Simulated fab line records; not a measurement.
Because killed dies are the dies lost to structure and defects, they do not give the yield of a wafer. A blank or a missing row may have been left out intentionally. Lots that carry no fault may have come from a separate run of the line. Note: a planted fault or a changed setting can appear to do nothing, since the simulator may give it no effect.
Which tool was responsible? || flow sky130 || 8 lots (24 wafers sampled), 1 step of a 708-step route

== WHAT THE GAUGES SHOWED, per wafer ==
SKY_LDD_HVP_OVL_MEAS_07.
{"lot": "L486", "measured": "day 21 14:05", "on": "overlay-02", "LDD_HVP_OVL (nm)": "0.6 1.2 -0.8"}
{"lot": "L487", "measured": "day 21 15:41", "on": "overlay-02", "LDD_HVP_OVL (nm)": "-1.2 0.4 1.4"}
{"lot": "L488", "measured": "day 22 10:43", "on": "overlay-01", "LDD_HVP_OVL (nm)": "-2.6 -1.1 -2.6"}
{"lot": "L489", "measured": "day 22 11:01", "on": "overlay-02", "LDD_HVP_OVL (nm)": "-3.3 0.2 -0.1"}
{"lot": "L492", "measured": "day 23 21:23", "on": "overlay-01", "LDD_HVP_OVL (nm)": "1.7 0.0 3.2"}
{"lot": "L493", "measured": "day 23 22:22", "on": "overlay-02", "LDD_HVP_OVL (nm)": "0.0 0.3 -0.4"}
{"lot": "L495", "measured": "day 25 00:49", "on": "overlay-02", "LDD_HVP_OVL (nm)": "-2.8 -1.3 0.6"}
{"lot": "L494", "measured": "day 25 01:22", "on": "overlay-01", "LDD_HVP_OVL (nm)": "-0.8 1.1 -1.3"}

== TOOL THAT RAN EACH LOT (tool first, then ch and the chambers of the sampled wafers, then the start) ==
The record shows no process step preceding these readings.

== THE ANSWER, worked out from the rows above alone ==
Rule: what is usual is taken from the lots themselves. Put in order of their means at a reading, lots are off if they are a third of the lots or fewer, leave a main group of 4 or more, and stand apart from it by a gap of 3 or more times the standard deviation of the main group's means; of several such gaps the widest counts. A main group whose means are all the same, to the digits that the tables above print for the reading, isn't used. A lot without any number at a reading at which 4 lots or more have one is off too. Where the step has rows for the other lots, those lots are counted as sound.
No lot is off on any of the readings shown, so nothing can be concluded from this.

== WHAT HAD BEEN PUT IN BY THE SIMULATOR ==
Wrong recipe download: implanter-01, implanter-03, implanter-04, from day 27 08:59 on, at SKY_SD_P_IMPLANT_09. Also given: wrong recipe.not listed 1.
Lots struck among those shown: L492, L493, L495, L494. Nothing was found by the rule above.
